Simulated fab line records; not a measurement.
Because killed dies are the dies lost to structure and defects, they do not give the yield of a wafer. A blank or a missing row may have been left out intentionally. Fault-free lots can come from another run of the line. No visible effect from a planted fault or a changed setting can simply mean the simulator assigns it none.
Chamber matching / flow sky130 / SKY_CAP2M_CVD_00 on pecvd-01 has 3 sister chambers
The step deposits SiO2, target thk 15.5 nm. 22 wafers are shown with their chamber, then 11 later ones without.

== WAFERS PAIRED WITH THEIR CHAMBERS ==
wafer=L074.1; chamber=0; heaterPowerW (W)=738; susceptorTempC (C)=400.30
wafer=L074.2; chamber=1; heaterPowerW (W)=688; susceptorTempC (C)=400.32
wafer=L074.6; chamber=2; heaterPowerW (W)=826; susceptorTempC (C)=399.91
wafer=L078.3; chamber=1; heaterPowerW (W)=704; susceptorTempC (C)=399.80
wafer=L078.5; chamber=1; heaterPowerW (W)=719; susceptorTempC (C)=400.08
wafer=L078.6; chamber=2; heaterPowerW (W)=852; susceptorTempC (C)=399.95
wafer=L086.3; chamber=1; heaterPowerW (W)=776; susceptorTempC (C)=400.28
wafer=L086.4; chamber=1; heaterPowerW (W)=782; susceptorTempC (C)=400.13
wafer=L086.6; chamber=0; heaterPowerW (W)=755; susceptorTempC (C)=399.86
wafer=L087.2; chamber=1; heaterPowerW (W)=708; susceptorTempC (C)=399.89
wafer=L087.3; chamber=0; heaterPowerW (W)=642; susceptorTempC (C)=400.07
wafer=L087.5; chamber=1; heaterPowerW (W)=709; susceptorTempC (C)=399.76
wafer=L088.3; chamber=1; heaterPowerW (W)=642; susceptorTempC (C)=400.41
wafer=L088.5; chamber=1; heaterPowerW (W)=648; susceptorTempC (C)=400.59
wafer=L088.6; chamber=0; heaterPowerW (W)=756; susceptorTempC (C)=399.94
wafer=L089.2; chamber=0; heaterPowerW (W)=634; susceptorTempC (C)=399.99
wafer=L089.5; chamber=2; heaterPowerW (W)=839; susceptorTempC (C)=399.60
wafer=L089.6; chamber=0; heaterPowerW (W)=642; susceptorTempC (C)=399.82
wafer=L093.2; chamber=2; heaterPowerW (W)=848; susceptorTempC (C)=400.17
wafer=L093.3; chamber=2; heaterPowerW (W)=837; susceptorTempC (C)=399.94
wafer=L093.5; chamber=0; heaterPowerW (W)=785; susceptorTempC (C)=399.92
wafer=L094.3; chamber=2; heaterPowerW (W)=825; susceptorTempC (C)=399.65

SIGNATURES (averages over the wafers above)
reading=heaterPowerW; chamber 0=707.43; chamber 1=708.44; chamber 2=837.83; scatter within a chamber=48.5
reading=susceptorTempC; chamber 0=399.9857; chamber 1=400.1400; chamber 2=399.8700; scatter within a chamber=0.233
Rule: for each reading, subtract the chamber's mean from the wafer's reading, divide by that reading's scatter and square the result; add these up over the readings and take the root, which gives the wafer's distance from the chamber. If the next closest chamber is less than 2 further off than the closest, the wafer can't be placed; otherwise it belongs to the closest. The scatter is the square root of a quotient: the sum, over the shown wafers, of each reading's squared deviation from its chamber's mean, divided by wafers minus chambers.

== WAFERS WITHOUT THEIR CHAMBER ==
wafer=L094.5; heaterPowerW (W)=678; susceptorTempC (C)=400.04
wafer=L094.6; heaterPowerW (W)=717; susceptorTempC (C)=400.05
wafer=L095.1; heaterPowerW (W)=712; susceptorTempC (C)=399.66
wafer=L095.2; heaterPowerW (W)=795; susceptorTempC (C)=400.11
wafer=L095.6; heaterPowerW (W)=771; susceptorTempC (C)=400.49
wafer=L096.1; heaterPowerW (W)=782; susceptorTempC (C)=400.21
wafer=L096.3; heaterPowerW (W)=826; susceptorTempC (C)=400.06
wafer=L096.5; heaterPowerW (W)=803; susceptorTempC (C)=400.05
wafer=L097.2; heaterPowerW (W)=738; susceptorTempC (C)=399.73
wafer=L097.3; heaterPowerW (W)=730; susceptorTempC (C)=400.03
wafer=L097.5; heaterPowerW (W)=762; susceptorTempC (C)=400.09

== CHAMBER TAKEN BY EACH ==
wafer=L094.5; from the rows above=can't be placed: 0 or 1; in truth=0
wafer=L094.6; from the rows above=can't be placed: 0 or 1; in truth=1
wafer=L095.1; from the rows above=can't be placed: 0 or 1 or 2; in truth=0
wafer=L095.2; from the rows above=can't be placed: 2 or 1 or 0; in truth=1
wafer=L095.6; from the rows above=can't be placed: 1 or 0 or 2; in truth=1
wafer=L096.1; from the rows above=can't be placed: 1 or 0 or 2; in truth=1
wafer=L096.3; from the rows above=can't be placed: 2 or 1 or 0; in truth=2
wafer=L096.5; from the rows above=can't be placed: 2 or 1 or 0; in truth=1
wafer=L097.2; from the rows above=can't be placed: 0 or 1 or 2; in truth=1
wafer=L097.3; from the rows above=can't be placed: 0 or 1 or 2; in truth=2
wafer=L097.5; from the rows above=can't be placed: 1 or 0 or 2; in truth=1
Placed correctly: 0 of 11. Can't be placed from these rows: 11 (the true chamber is among the candidates in 11). Number placed wrongly: 0.
